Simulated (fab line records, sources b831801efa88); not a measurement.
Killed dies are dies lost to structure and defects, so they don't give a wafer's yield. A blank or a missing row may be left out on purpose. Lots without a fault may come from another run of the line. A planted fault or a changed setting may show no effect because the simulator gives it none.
Chamber matching | flow gf180mcu | GF_V2_CVD_02 on pecvd-04: 3 sister chambers
The step deposits SiO2 from TEOS, target thk 850 nm, time 94.851 s. 14 wafers are shown with their chamber, then 7 later ones without.

WAFERS WITH THEIR CHAMBER
wafer  | chamber | heater_power_w (W)
L519.2 | 1       | 625
L519.4 | 0       | 608
L519.6 | 1       | 665
L521.1 | 2       | 791
L521.2 | 1       | 697
L521.6 | 0       | 592
L524.2 | 1       | 568
L524.3 | 2       | 803
L524.5 | 1       | 635
L533.2 | 2       | 835
L533.4 | 2       | 869
L533.5 | 1       | 701
L536.2 | 1       | 612
L536.3 | 0       | 581

SIGNATURES (means of the wafers above)
reading        | chamber 0 | chamber 1 | chamber 2 | scatter within a chamber
heater_power_w | 593.67    | 643.29    | 824.50    | 40.2
Rule: a wafer's distance from a chamber is the root of the sum, over the readings, of the square of ((its reading less the chamber's mean) divided by the reading's scatter). The wafer belongs to the nearest chamber; if the next one is less than 2 further off, it can't be placed. The scatter: the root of (the sum of the squares of (reading less its chamber's mean) over the shown wafers, divided by (wafers less chambers)).

WAFERS WITHOUT THEIR CHAMBER
wafer  | heater_power_w (W)
L536.6 | 700
L537.2 | 535
L537.5 | 709
L537.6 | 612
L538.1 | 684
L538.4 | 889
L538.5 | 544

WHICH CHAMBER EACH WENT THROUGH
wafer  | from the rows above          | in truth
L536.6 | can't be placed: 1 or 0 or 2 | 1
L537.2 | can't be placed: 0 or 1      | 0
L537.5 | can't be placed: 1 or 0 or 2 | 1
L537.6 | can't be placed: 0 or 1      | 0
L538.1 | can't be placed: 1 or 0      | 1
L538.4 | 2                            | 2
L538.5 | can't be placed: 0 or 1      | 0
Placed correctly: 1 of 7. Can't be placed from these rows: 6 (the true chamber is among the candidates in 6). Placed wrongly: 0.
